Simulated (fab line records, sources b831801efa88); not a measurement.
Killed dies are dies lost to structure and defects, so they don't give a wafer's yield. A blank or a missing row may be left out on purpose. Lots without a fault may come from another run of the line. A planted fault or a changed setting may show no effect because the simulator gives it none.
fab line records | flow sky130
record lots=7 wafers=19 last_day=49
route steps=708 shown NWELL@82 PWDE@84 VT_ADJUST_HVTP@85 VT_ADJUST_LVTN@97 PAD_OPEN@708
lots that met no fault: from a run of the same line without faults
start_h: hours from the record's first day to the start of the lot's first wafer shown | wait_h: hours since the lot's step before | " the same as in the row above | L1.1+2: a row that stands for several wafers | - no value, or no start given | * or withheld: withheld | < > ~ a bound
route shown NAME@n: a module of which the file shows steps, and the number in the route of the first | usual: mean/standard deviation of fault-free wafers | same: alike in all rows | chamber/n: place in a boat | sites: the reading at each site | _std_site: their standard deviation | _edge_site: outer sites' mean less inner sites' | radius_mm: how far each site lies from the wafer's centre | mask NAME#n: copy n | behind: the tool/chamber that last shaped the wafer | hold: why the lot was held/for how many hours/how that ended | device: the transistor (n, p or np) that didn't switch | end of line: the same wafers' tests at the end of the route | a step without rows: its recipe alone | killed: dies lost to structure and defects at the first sort, not the wafer's yield | map: a wafer's dies, x killed, . not, _ none there
set.NAME: the setting as run; set.NAME@STEP: as run at that earlier step | model.NAME: the simulator's own value behind a step, which no gauge read
lots at some steps of the route; a table a step, a row a wafer
services: from which hour (start_h, from the record's first day; less than 0 if before it) a tool's chamber was out of use, for how many hours, and why
## steps
# step SKY_NWELL_RS_MEAS_29
# recipe thk_meas_gauge=four-point-probe
# usual NWELL_RS=624.8/1.9
# columns lot.wafer tool chamber start_h wait_h NWELL_RS[ohm/sq]
L886.1 film_metro-04 - 152.41 0.1 628.1
L886.3 " - " " 624.3
L886.5 " - " " 625.1
L887.3 film_metro-04 - 159.21 0.1 622.7
L887.5 " - " " 622.6
L887.6 " - " " 624.2
L894.1 film_metro-02 - 196.75 0.1 625.0
L894.2 " - " " 626.2
L894.4 " - " " 625.0
L895.1 film_metro-04 - 203.37 0.1 620.9
L895.2 " - " " 620.4
L895.5 " - " " 620.7
L896.1 film_metro-03 - 209.65 0.1 622.1
L896.2 " - " " 622.8
L896.5 " - " " 624.9
L897.2 film_metro-02 - 213.48 0.1 627.7
L897.3 " - " " 629.0
L900.3 film_metro-02 - 227.94 0.1 625.8
L900.5 " - " " 626.8
# step SKY_NWELL_RS_MEAS_31
# recipe thk_meas_gauge=four-point-probe
# usual PWDE_RS=5282/23
# columns lot.wafer tool chamber start_h wait_h PWDE_RS[ohm/sq]
L886.1 film_metro-04 - 152.65 0.1 5266
L886.3 " - " " 5265
L886.5 " - " " 5268
L887.3 film_metro-04 - 159.45 0.1 5286
L887.5 " - " " 5306
L887.6 " - " " 5297
L894.1 film_metro-02 - 196.99 0.1 5290
L894.2 " - " " 5281
L894.4 " - " " 5297
L895.1 film_metro-04 - 203.61 0.1 5298
L895.2 " - " " 5312
L895.5 " - " " 5283
L896.1 film_metro-03 - 209.89 0.1 5244
L896.2 " - " " 5243
L896.5 " - " " 5252
L897.2 film_metro-02 - 213.72 0.1 5299
L897.3 " - " " 5293
L900.3 film_metro-02 - 228.18 0.1 5287
L900.5 " - " " 5263
# step SKY_VT_ADJUST_HVTP_DEHYDRATE_00
# recipe temp_c=200 time_s=60
# step SKY_VT_ADJUST_HVTP_HMDS_01
# recipe prime_time_s=60 prime_temp_c=120
# step SKY_VT_ADJUST_HVTP_COAT_02
# recipe resist=NOVOLAK spin_rpm=3000 resist_thk_nm=1140
# step SKY_VT_ADJUST_HVTP_SOFTBAKE_03
# recipe temp_c=90 time_s=60 resist=NOVOLAK
# step SKY_VT_ADJUST_HVTP_EXPOSE_04
# recipe mask_id=HVTPM na=0.6 source_shape=conventional sigma_outer=0.6 polarization=unpolarized target_cd_nm=380 dose_mj=140
# step SKY_VT_ADJUST_HVTP_PEB_05
# recipe temp_c=withheld time_s=* resist=NOVOLAK
# step SKY_VT_ADJUST_HVTP_DEVELOP_06
# recipe resist=NOVOLAK developer=TMAH develop_time_s=60 dev_temp_c=23
# step SKY_VT_ADJUST_HVTP_CD_MEAS_07
# recipe target_cd_nm=380
# usual cd_nm=380.4/2.7
# columns lot.wafer tool chamber start_h wait_h cd_nm
L886.1 cd_sem-02 - 172.55 0.1 380.2
L886.3 " - " " 379.6
L886.5 " - " " 379.4
L887.3 cd_sem-01 - 178.49 0.1 383.9
L887.5 " - " " 381.7
L887.6 " - " " 387.0
L894.1 cd_sem-02 - 219.32 0.1 376.4
L894.2 " - " " 377.9
L894.4 " - " " 381.2
L895.1 cd_sem-02 - 225.52 0.1 382.5
L895.2 " - " " 383.8
L895.5 " - " " 383.1
L896.1 cd_sem-02 - 230.77 0.1 375.3
L896.2 " - " " 374.3
L896.5 " - " " 377.2
L897.2 cd_sem-02 - 235.27 0.1 381.4
L897.3 " - " " 381.1
L900.3 cd_sem-01 - 251.74 0.1 380.2
L900.5 " - " " 378.6
# step SKY_VT_ADJUST_HVTP_OVL_MEAS_08
# usual VT_ADJUST_HVTP_OVL=-0.7/1.4
# columns lot.wafer tool chamber start_h wait_h VT_ADJUST_HVTP_OVL[nm]
L886.1 overlay-01 - 172.67 0.1 -0.2
L886.3 " - " " 0.5
L886.5 " - " " -1.1
L887.3 overlay-01 - 178.58 0.1 0.4
L887.5 " - " " -0.6
L887.6 " - " " -0.4
L894.1 overlay-02 - 219.44 0.1 -1.1
L894.2 " - " " 0.1
L894.4 " - " " -1.2
L895.1 overlay-01 - 225.64 0.1 0.9
L895.2 " - " " -0.4
L895.5 " - " " -2.7
L896.1 overlay-02 - 230.89 0.1 -0.8
L896.2 " - " " -0.3
L896.5 " - " " 0.9
L897.2 overlay-02 - 235.38 0.1 1.8
L897.3 " - " " 0.8
L900.3 overlay-01 - 251.83 0.1 -0.4
L900.5 " - " " 0.3
# step SKY_VT_ADJUST_HVTP_IMPLANT_09
# recipe species=As energy_kev=150 dose_cm2=4.3e+12 tilt_deg=withheld
# columns lot.wafer tool chamber start_h wait_h
L886.1+3+5 implanter-03 0 172.88 0.2
L887.3+5+6 implanter-04 0 178.66 0.1
L894.1+2+4 implanter-03 0 219.48 0.0
L895.1+2+5 implanter-04 0 225.68 0.0
L896.1+2+5 implanter-03 0 230.93 0.0
L897.2+3 implanter-04 0 235.43 0.0
L900.3+5 implanter-04 0 251.91 0.1
# step SKY_VT_ADJUST_HVTP_STRIP_10
# recipe chemistry=O2/N2 power_w=1400 pressure_mtorr=1500 platen_temp_c=withheld o2_flow_sccm=3000 n2_flow_sccm=300 overash_fraction=0.5
# usual drypump_motor_current_A=5.5/0.47 oes_product_au=0.716/0.0044 strip_time_to_endpoint_s=14.20/0.046
# columns lot.wafer tool chamber start_h wait_h drypump_motor_current_A oes_product_au rf_hours_counter_h strip_time_to_endpoint_s
L886.1 plasma_asher-01 1 173.03 0.1 5.5 0.719 48 14.13
L886.3 " 1 " " 5.5 0.716 - 14.13
L886.5 " 0 " " 5.2 0.712 - 14.11
L887.3 plasma_asher-02 1 178.79 0.1 5.6 0.715 - 14.24
L887.5 " 0 " " 4.9 0.726 - 14.19
L887.6 " 1 " " 5.6 0.721 - 14.16
L894.1 plasma_asher-03 0 219.63 0.1 6.4 0.716 53 14.28
L894.2 " 1 " " 5.4 0.722 53 14.26
L894.4 " 0 " " 6.5 0.719 - 14.29
L895.1 plasma_asher-01 0 225.83 0.1 5.2 0.717 53 14.19
L895.2 " 1 " " 5.5 0.712 53 14.22
L895.5 " 0 " " 5.2 0.717 - 14.21
L896.1 plasma_asher-02 0 231.08 0.1 4.9 0.714 43 14.24
L896.2 " 1 " " 5.6 0.706 43 14.22
L896.5 " 1 " " 5.6 0.711 - 14.22
L897.2 plasma_asher-01 1 235.56 0.1 5.5 0.720 54 14.20
L897.3 " 0 " " 5.2 0.709 - 14.19
L900.3 plasma_asher-01 0 252.04 0.1 5.2 0.712 - 14.26
L900.5 " 1 " " 5.4 0.720 - 14.25
# step SKY_VT_ADJUST_HVTP_TW_MEAS_11
# usual VT_ADJUST_HVTP_TW=1364/10
# columns lot.wafer tool chamber start_h wait_h VT_ADJUST_HVTP_TW
L886.1 film_metro-03 - 173.13 0.1 1357
L886.3 " - " " 1365
L886.5 " - " " 1356
L887.3 film_metro-01 - 178.88 0.1 1355
L887.5 " - " " 1357
L887.6 " - " " 1362
L894.1 film_metro-03 - 219.73 0.1 1379
L894.2 " - " " 1382
L894.4 " - " " 1371
L895.1 film_metro-01 - 225.93 0.1 1350
L895.2 " - " " 1347
L895.5 " - " " 1245
L896.1 film_metro-03 - 231.18 0.1 1376
L896.2 " - " " 1373
L896.5 " - " " 1378
L897.2 film_metro-03 - 235.67 0.1 1374
L897.3 " - " " 1270
L900.3 film_metro-03 - 252.13 0.1 1271
L900.5 " - " " 1275
# step SKY_VT_ADJUST_LVTN_DEHYDRATE_00
# recipe temp_c=200 time_s=60
# step SKY_PAD_OPEN_PROBE_99
# usual killed_at_M0_to_M3=42/7.1 killed_at_M4_up=3.3/1.9 killed_at_contacts=24/5 killed_at_front_end=15/4.7 killed_at_other=0.3/0.61 killed_dies=86/9.6 killed_open=47/7.5 killed_short=38/6.6
# same gross_dies=492 killed_at_back_side=0
# columns lot.wafer tool chamber start_h wait_h killed_at_M0_to_M3 killed_at_M4_up killed_at_contacts killed_at_front_end killed_at_other killed_dies killed_open killed_short model.etest.tip_p.rs_ohm_sq model.etest.tip_p.rs_ohm_sq_range model.etest.tip_p.rs_ohm_sq_rim_less_centre model.etest.pfet_01v8.r_on_ohm_um model.etest.pfet_01v8.drive_ua_um model.etest.pfet_01v8_mvt.drive_ua_um model.etest.pfet_01v8.drive_ua_um_range model.etest.pfet_01v8_hvt.drive_ua_um
L886.1 prober-02 - 1124.34 0.1 32 0 25 10 0 67 44 23 6823 240 140.8 2868 194 152.2 4.058 145.5
L886.3 prober-02 - 1124.44 0.2 34 1 23 16 0 74 44 30 6837 160.5 41.59 2896 191.9 153.2 7.308 143.6
L886.5 prober-02 - 1124.54 0.2 45 3 28 12 1 89 49 39 6773 64.06 -5.144 2837 197.7 154 5.007 148.6
L887.3 prober-02 - 1127.56 0.2 47 6 23 19 0 95 50 45 6788 150.8 88.54 2862 193.8 153.7 7.212 145.2
L887.5 prober-02 - 1127.66 0.2 42 4 32 13 0 91 50 41 6827 188.5 -55.93 2839 197.8 155.9 3.899 147.3
L887.6 prober-02 - 1127.71 0.2 55 5 20 14 0 94 48 46 6812 164.4 -5.378 2850 197.8 155.4 7.391 147.1
L895.1 prober-01 - 1174.27 0.1 35 5 18 14 0 72 30 41 6914 208.7 -77.66 2858 193.5 153.6 4.006 144.8
L895.2 prober-01 - 1174.32 0.1 44 3 21 24 0 92 49 42 6820 206.5 107.7 2880 191.7 152.5 8.717 144
L895.5 prober-01 - 1174.47 0.2 26 2 26 17 0 71 38 33 5965 948.8 421 2559 241.5 199.5 49.28 175.9
L894.1 prober-02 - 1175.77 0.1 48 2 22 27 0 99 60 39 6953 197.8 -109.1 2896 189.1 150.4 10.91 141.5
L894.2 prober-02 - 1175.82 0.1 35 6 30 11 1 83 38 45 6910 200.8 -48.68 2899 193.8 149.7 11.14 144.5
L894.4 prober-02 - 1175.92 0.2 41 4 18 14 0 77 35 42 6905 215.6 14.31 2810 197 154.7 6.168 148.6
L896.1 prober-01 - 1177.27 0.1 33 3 21 13 0 70 48 22 6813 72.97 45.12 2914 192.2 151 5.05 143.6
L896.2 prober-01 - 1177.32 0.1 41 3 20 13 2 79 44 33 6841 206 21.76 2943 189.5 149.7 5.954 142.7
L896.5 prober-01 - 1177.47 0.2 40 2 22 13 0 77 40 37 6889 227.2 101.2 2964 189.2 149 14.07 141.4
L897.2 prober-02 - 1179.30 0.1 43 3 21 23 0 90 51 39 6957 199.3 6.882 2873 195 151.5 5.404 144.8
L897.3 prober-02 - 1179.35 0.2 60 3 27 14 0 104 69 35 6023 880.6 263.6 2546 240 199.5 46.46 173.6
L900.3 prober-01 - 1187.18 0.2 45 7 20 12 0 84 44 40 - - - - - - - -
L900.5 prober-01 - 1187.28 0.2 28 3 16 13 0 60 29 31 - - - - - - - -
# killed by level:class
L886.1 CONTACT:geometric_particle:open=9 VIA3:geometric_particle:open=8 LI_CONTACT:geometric_particle:open=7 VIA1:geometric_particle:open=6 LOCAL_INTERCONNECT:geometric_particle:short=5 FIELD_ISO:geometric_particle:open=3 VIA2:geometric_particle:short=3 POLY_GATE:geometric_particle:open=3
L886.3 CONTACT:geometric_particle:open=10 FIELD_ISO:geometric_particle:short=7 VIA1:geometric_particle:open=7 VIA3:geometric_particle:open=6 FIELD_ISO:geometric_particle:open=5 VIA2:geometric_particle:short=5 LI_CONTACT:geometric_particle:open=5 VIA2:geometric_particle:open=3
L886.5 LI_CONTACT:geometric_particle:open=10 VIA2:geometric_particle:open=9 VIA1:geometric_particle:open=9 CONTACT:geometric_particle:open=7 LI_CONTACT:geometric_particle:short=5 VIA1:geometric_particle:short=5 METAL1:geometric_particle:short=5 VIA3:geometric_particle:open=5
L887.3 VIA1:geometric_particle:open=9 CONTACT:geometric_particle:open=8 FIELD_ISO:geometric_particle:open=7 METAL1:geometric_particle:short=7 VIA2:geometric_particle:short=6 VIA3:geometric_particle:open=5 CONTACT:geometric_particle:short=5 VIA1:geometric_particle:short=5
L887.5 CONTACT:geometric_particle:open=11 VIA1:geometric_particle:open=11 LI_CONTACT:geometric_particle:open=9 METAL1:geometric_particle:short=6 VIA3:geometric_particle:open=5 LI_CONTACT:geometric_particle:short=5 FIELD_ISO:geometric_particle:short=4 POLY_GATE:geometric_particle:short=4
L887.6 VIA1:geometric_particle:open=14 METAL1:geometric_particle:short=12 CONTACT:geometric_particle:open=9 POLY_GATE:geometric_particle:open=6 LOCAL_INTERCONNECT:geometric_particle:short=6 VIA3:geometric_particle:open=6 VIA1:geometric_particle:short=5 POLY_GATE:geometric_particle:short=4
L895.1 FIELD_ISO:geometric_particle:short=7 VIA1:geometric_particle:open=7 CONTACT:geometric_particle:open=7 LOCAL_INTERCONNECT:geometric_particle:short=5 VIA2:geometric_particle:open=5 VIA1:geometric_particle:short=4 METAL2:geometric_particle:short=4 METAL1:geometric_particle:short=3
L895.2 CONTACT:geometric_particle:open=9 VIA2:geometric_particle:open=8 FIELD_ISO:geometric_particle:open=7 FIELD_ISO:geometric_particle:short=7 VIA2:geometric_particle:short=7 VIA1:geometric_particle:open=7 METAL1:geometric_particle:short=6 LI_CONTACT:geometric_particle:open=5
L895.5 CONTACT:geometric_particle:open=10 LOCAL_INTERCONNECT:geometric_particle:short=6 LI_CONTACT:geometric_particle:open=5 METAL1:geometric_particle:short=5 FIELD_ISO:geometric_particle:short=4 FIELD_ISO:geometric_particle:open=4 VIA2:geometric_particle:open=4 POLY_GATE:geometric_particle:open=3
L894.1 VIA1:geometric_particle:open=13 CONTACT:geometric_particle:open=11 LI_CONTACT:geometric_particle:open=7 VIA2:geometric_particle:open=7 POLY_GATE:geometric_particle:short=6 VIA3:geometric_particle:open=6 FIELD_ISO:geometric_particle:open=5 FIELD_ISO:geometric_particle:short=4
L894.2 LI_CONTACT:geometric_particle:open=8 CONTACT:geometric_particle:open=7 CONTACT:geometric_particle:short=7 VIA1:geometric_particle:open=6 METAL2:geometric_particle:short=6 LOCAL_INTERCONNECT:geometric_particle:short=5 VIA3:geometric_particle:open=5 VIA2:geometric_particle:open=4
L894.4 METAL2:geometric_particle:short=8 CONTACT:geometric_particle:open=6 POLY_GATE:geometric_particle:open=5 CONTACT:geometric_particle:short=5 VIA1:geometric_particle:open=5 METAL1:geometric_particle:short=5 VIA3:geometric_particle:open=5 FIELD_ISO:geometric_particle:open=4
L896.1 CONTACT:geometric_particle:open=8 LI_CONTACT:geometric_particle:open=7 VIA1:geometric_particle:open=7 VIA3:geometric_particle:open=7 METAL3:geometric_particle:short=5 SPACER:geometric_particle:open=4 VIA2:geometric_particle:open=4 METAL1:geometric_particle:short=3
L896.2 VIA1:geometric_particle:open=9 VIA2:geometric_particle:open=9 FIELD_ISO:geometric_particle:open=6 LI_CONTACT:geometric_particle:open=6 CONTACT:geometric_particle:open=5 VIA1:geometric_particle:short=5 METAL2:geometric_particle:short=5 VIA3:geometric_particle:open=4
L896.5 LI_CONTACT:geometric_particle:open=8 VIA2:geometric_particle:open=6 VIA1:geometric_particle:open=6 VIA1:geometric_particle:short=6 CONTACT:geometric_particle:short=5 CONTACT:geometric_particle:open=5 POLY_GATE:geometric_particle:open=4 METAL1:geometric_particle:short=4
L897.2 VIA1:geometric_particle:open=10 VIA3:geometric_particle:open=10 CONTACT:geometric_particle:open=8 FIELD_ISO:geometric_particle:open=7 POLY_GATE:geometric_particle:open=5 POLY_GATE:geometric_particle:short=5 METAL2:geometric_particle:short=5 VIA1:geometric_particle:short=5
L897.3 VIA1:geometric_particle:open=16 CONTACT:geometric_particle:open=11 LI_CONTACT:geometric_particle:open=9 VIA3:geometric_particle:open=9 VIA2:geometric_particle:open=7 METAL2:geometric_particle:short=6 FIELD_ISO:geometric_particle:open=4 LI_CONTACT:geometric_particle:short=4
L900.3 VIA1:geometric_particle:open=10 METAL4:geometric_particle:short=6 LI_CONTACT:geometric_particle:open=6 CONTACT:geometric_particle:open=5 VIA1:geometric_particle:short=5 METAL2:geometric_particle:short=5 VIA2:geometric_particle:short=5 VIA2:geometric_particle:open=5
L900.5 LI_CONTACT:geometric_particle:open=7 CONTACT:geometric_particle:open=6 VIA3:geometric_particle:open=5 POLY_GATE:geometric_particle:short=4 VIA1:geometric_particle:open=4 METAL2:geometric_particle:short=4 METAL3:geometric_particle:short=4 POLY_GATE:geometric_particle:open=3
## services
# columns tool chamber start_h hours kind
implanter-04 - 158.73 2.4 pm
implanter-03 - 163.02 3.8 repair
implanter-04 - 172.45 6.1 repair
implanter-03 - 204.92 1.0 repair
## key
first_sign step=SKY_VT_ADJUST_HVTP_TW_MEAS_11 reading=VT_ADJUST_HVTP_TW direction=down sigmas=9.9 usual=1364 struck=1266
effect none on later readings
model_effect step=SKY_PAD_OPEN_PROBE_99 value=etest.tip_p.rs_ohm_sq without=6896 struck=5994
met_at SKY_VT_ADJUST_HVTP_IMPLANT_09
struck_wafers L895.5,L897.3,L900.3,L900.5
tester_left_out L895,L897,L900
onset_between 178.66 225.68
fault kind=process_parameter_drift tool=implanter-04 chamber=- onset_h=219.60 steps=SKY_VT_ADJUST_HVTP_IMPLANT_09 channel=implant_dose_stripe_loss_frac offset=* shape=step end_h=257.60 scope=struck_wafers_only
# tester_left_out: of these lots the tester's yield and bins aren't shown, on N5 and GAA mostly nor the transistor test; their killed dies are dies lost to structure and defects alone, not to doping, threshold or leakage, so they don't give the yield
